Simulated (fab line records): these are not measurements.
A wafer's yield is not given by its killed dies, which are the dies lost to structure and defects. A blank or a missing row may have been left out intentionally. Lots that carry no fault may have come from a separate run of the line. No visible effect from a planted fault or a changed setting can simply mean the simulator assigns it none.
Matching of chambers    flow gf180mcu    4 sister chambers for GF_STI_ETCH_14 on rie si-01
The step etches Si in HBr/Cl2/O2, target depth 360 nm, time 102.9 s. 4 wafers are shown with their chamber, then 12 later ones without.

== EACH WAFER AND ITS CHAMBER ==
wafer   chamber  drypump motor current A (A)
L087.4  3        5.8
L089.2  0        5.8
L089.3  2        5.9
L089.4  1        6.5

== WAFERS WITHOUT THEIR CHAMBER ==
wafer   drypump motor current A (A)
L090.3  5.8
L090.4  6.5
L090.5  5.9
L091.1  5.8
L091.5  5.8
L091.6  6.5
L092.1  5.8
L092.2  5.8
L092.5  5.9
L097.1  6.4
L097.2  5.9
L097.4  5.8

== WHICH CHAMBER EACH WENT THROUGH ==
wafer   from the rows above      in truth
L090.3  can't be placed: 0 or 3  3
L090.4  1                        1
L090.5  2                        2
L091.1  can't be placed: 0 or 3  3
L091.5  can't be placed: 0 or 3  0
L091.6  1                        1
L092.1  can't be placed: 0 or 3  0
L092.2  can't be placed: 0 or 3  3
L092.5  2                        2
L097.1  1                        1
L097.2  2                        2
L097.4  can't be placed: 0 or 3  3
Placed correctly: 6 of 12. Can't be placed from these rows: 6 (the true chamber is among the candidates in 6). 0 placed wrongly.
How it was worked out, from the rows above alone: a wafer's distance from a chamber is the root of the sum, over the readings, of the square of ((its reading less the chamber's mean) divided by the reading's scatter). The wafer belongs to the nearest chamber; if the next one is less than 2 further off, it can't be placed. For every chamber, the mean is computed from those of its wafers that are shown. The scatter: with one shown wafer a chamber, the root of the mean of the squares of how far each hidden wafer lies from its nearest shown one.
